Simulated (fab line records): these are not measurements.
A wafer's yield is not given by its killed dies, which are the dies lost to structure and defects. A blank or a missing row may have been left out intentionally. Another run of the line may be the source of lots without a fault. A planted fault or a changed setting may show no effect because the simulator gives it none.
Which tool was responsible? | flow sky130 | 12 lots, 36 wafers sampled, at 5 steps of a route of 708

== WHAT THE GAUGES READ, wafer by wafer ==
SKY_FIELD_ISO_THK_MEAS_23. Usual: FIELD_ISO_OXIDATION_01_THK gives 10.08 nm (standard deviation 0.16).
lot  | measured    | on            | FIELD_ISO_OXIDATION_01_THK (nm) | flag
L107 | day 2 05:25 | film-metro-02 | 10.29 9.93 9.98                 |
L109 | day 2 15:58 | film-metro-02 | 10.10 10.19 10.13               |
L110 | day 2 22:48 | film-metro-03 | 9.86 9.99 9.75                  |
L111 | day 3 02:44 | film-metro-03 | 10.14 10.05 9.98                |
L112 | day 3 15:19 | film-metro-03 | 10.08 10.21 10.29               |
L113 | day 3 15:19 | film-metro-02 | 10.06 10.26 9.94                |
L114 | day 3 22:00 | film-metro-02 | 9.87 10.17 10.14                |
L116 | day 4 07:05 | film-metro-01 | 10.30 10.31 10.18               |
L118 | day 4 20:14 | film-metro-01 | 9.88 10.06 10.03                |
L119 | day 4 22:23 | film-metro-03 | 10.00 9.96 10.19                |
L120 | day 5 04:05 | film-metro-02 | 10.13 10.16 10.18               |
L130 | day 7 07:56 | film-metro-02 | 9.89 9.89 9.78                  |

SKY_VT_ADJUST_NCORE_OVL_MEAS_08. Usual: VT_ADJUST_NCORE_OVL gives 0.7 nm (standard deviation 1.4).
lot  | measured     | on         | VT_ADJUST_NCORE_OVL (nm) | flag
L107 | day 8 10:29  | overlay-01 | 0.6 1.8 -0.7             |
L109 | day 9 02:56  | overlay-02 | 0.4 1.4 0.8              |
L110 | day 9 10:41  | overlay-02 | 0.5 -0.2 0.8             |
L111 | day 9 14:50  | overlay-01 | 2.5 2.8 3.5              |
L112 | day 10 10:02 | overlay-02 | -2.7 0.0 -2.5            |
L113 | day 10 08:49 | overlay-01 | 1.5 0.5 -0.2             |
L114 | day 10 17:44 | overlay-01 | -0.2 0.1 -1.2            |
L116 | day 11 06:38 | overlay-01 | 0.1 1.4 0.9              |
L118 | day 11 21:47 | overlay-01 | -0.1 0.4 0.8             |
L119 | day 12 03:39 | overlay-02 | 2.6 2.6 1.8              |
L120 | day 12 08:26 | overlay-02 | 4.9 4.4 4.6              |
L130 | day 15 06:47 | overlay-01 | -0.6 1.4 1.1             |

== EACH LOT AND THE TOOL THAT RAN IT (in order: tool; ch and the chambers of the sampled wafers; start) ==
lot  | SKY_DNWELL_STRIP_08                 | SKY_PWDE_STRIP_09                   | SKY_VT_ADJUST_NCORE_EXPOSE_04
L107 | plasma-asher-02 ch 0,1, day 3 00:31 | plasma-asher-03 ch 0,1, day 3 17:12 | iline-stepper-02 ch 0, day 7 23:55
L109 | plasma-asher-04 ch 1, day 3 13:35   | plasma-asher-02 ch 0,1, day 4 06:27 | iline-stepper-02 ch 0, day 8 16:37
L110 | plasma-asher-03 ch 0,1, day 3 20:13 | plasma-asher-02 ch 1, day 4 13:39   | iline-stepper-02 ch 0, day 9 00:01
L111 | plasma-asher-04 ch 1, day 3 23:34   | plasma-asher-03 ch 0,1, day 4 16:24 | iline-stepper-02 ch 0, day 9 04:41
L112 | plasma-asher-04 ch 0,1, day 4 13:43 | plasma-asher-03 ch 0,1, day 5 07:51 | iline-stepper-01 ch 0, day 9 23:02
L113 | plasma-asher-03 ch 1, day 4 13:22   | plasma-asher-02 ch 0,1, day 5 07:30 | iline-stepper-02 ch 0, day 9 21:16
L114 | plasma-asher-04 ch 0,1, day 4 21:34 | plasma-asher-03 ch 0,1, day 5 16:15 | iline-stepper-02 ch 0, day 10 07:20
L116 | plasma-asher-02 ch 0,1, day 5 06:37 | plasma-asher-03 ch 0,1, day 6 02:20 | iline-stepper-01 ch 0, day 10 18:52
L118 | plasma-asher-03 ch 0,1, day 5 19:28 | plasma-asher-02 ch 0,1, day 6 15:03 | iline-stepper-01 ch 0, day 11 10:43
L119 | plasma-asher-04 ch 0,1, day 5 22:18 | plasma-asher-02 ch 0,1, day 6 17:56 | iline-stepper-02 ch 0, day 11 15:05
L120 | plasma-asher-03 ch 0,1, day 6 03:53 | plasma-asher-03 ch 0, day 6 22:51   | iline-stepper-02 ch 0, day 11 19:55
L130 | plasma-asher-03 ch 0,1, day 8 08:47 | plasma-asher-02 ch 0,1, day 9 05:18 | iline-stepper-01 ch 0, day 14 18:04
- SKY_DNWELL_STRIP_08: strips in O2/N2.
- SKY_PWDE_STRIP_09: strips in O2/N2.
- SKY_VT_ADJUST_NCORE_EXPOSE_04: exposes mask LVTN COMPLEMENT THIN, target cd 380 nm.

== AS READ BY THE TOOLS THEMSELVES (means over the sampled wafers that have a number; for cases with no such wafer, the mark the record gives instead) ==
SKY_DNWELL_STRIP_08. Usual: drypump-motor-current-A 5.9 A, standard deviation 0.48; oes-product-au 0.723 a.u., standard deviation 0.0045; strip-time-to-endpoint-s 37.37 s, standard deviation 0.11.
lot  | tool            | drypump-motor-current-A (A) | oes-product-au (a.u.) | strip-time-to-endpoint-s (s) | flag
L107 | plasma-asher-02 | 6.2                         | 0.720                 | 37.32                        |
L109 | plasma-asher-04 | 4.9                         | 0.720                 | 37.33                        |
L110 | plasma-asher-03 | 6.0                         | 0.723                 | 37.12                        |
L111 | plasma-asher-04 | 4.9                         | 0.724                 | 37.27                        |
L112 | plasma-asher-04 | 5.9                         | 0.723                 | 37.26                        |
L113 | plasma-asher-03 | 6.1                         | 0.726                 | 37.51                        |
L114 | plasma-asher-04 | 5.4                         | 0.726                 | 37.48                        |
L116 | plasma-asher-02 | 6.0                         | 0.725                 | 37.51                        |
L118 | plasma-asher-03 | 6.0                         | 0.723                 | 37.26                        |
L119 | plasma-asher-04 | 5.4                         | 0.724                 | 37.28                        |
L120 | plasma-asher-03 | 6.0                         | 0.724                 | 37.37                        |
L130 | plasma-asher-03 | 6.0                         | 0.725                 | 37.42                        |

SKY_PWDE_STRIP_09. Usual: drypump-motor-current-A 5.8 A, standard deviation 0.54; oes-product-au 0.722 a.u., standard deviation 0.0042; strip-time-to-endpoint-s 36.89 s, standard deviation 0.096.
lot  | tool            | drypump-motor-current-A (A) | oes-product-au (a.u.) | strip-time-to-endpoint-s (s) | flag
L107 | plasma-asher-03 | 6.0                         | 0.719                 | 37.00                        |
L109 | plasma-asher-02 | 6.2                         | 0.723                 | 36.89                        |
L110 | plasma-asher-02 | 6.4                         | 0.727                 | 36.88                        |
L111 | plasma-asher-03 | 6.0                         | 0.719                 | 36.96                        |
L112 | plasma-asher-03 | 6.0                         | 0.725                 | 36.82                        |
L113 | plasma-asher-02 | 6.3                         | 0.726                 | 36.90                        |
L114 | plasma-asher-03 | 6.0                         | 0.728                 | 36.73                        |
L116 | plasma-asher-03 | 6.0                         | 0.724                 | 36.86                        |
L118 | plasma-asher-02 | 6.2                         | 0.721                 | 36.96                        |
L119 | plasma-asher-02 | 6.2                         | 0.717                 | 37.03                        |
L120 | plasma-asher-03 | 6.0                         | 0.726                 | 36.86                        |
L130 | plasma-asher-02 | 6.2                         | 0.721                 | 36.70                        |

== THE ANSWER, worked out from the rows above alone ==
Rule: take the mean of a lot's wafers that have a number; if it is more than 3 standard deviations from the usual mean, the lot is off. Also off: a lot with no number at a reading for which 4 or more lots have one. All remaining lots with rows at the step are treated as sound. First the gauges in route order, then the tools' own readings, where a lot's mean is used as printed above. The first step at which some lot is off is used, and at that step the reading that is off furthest; a lot without a number counts as furthest.
None of the lots is off at any reading shown; this tells nothing.

== WHAT THE SIMULATOR HAD INSERTED ==
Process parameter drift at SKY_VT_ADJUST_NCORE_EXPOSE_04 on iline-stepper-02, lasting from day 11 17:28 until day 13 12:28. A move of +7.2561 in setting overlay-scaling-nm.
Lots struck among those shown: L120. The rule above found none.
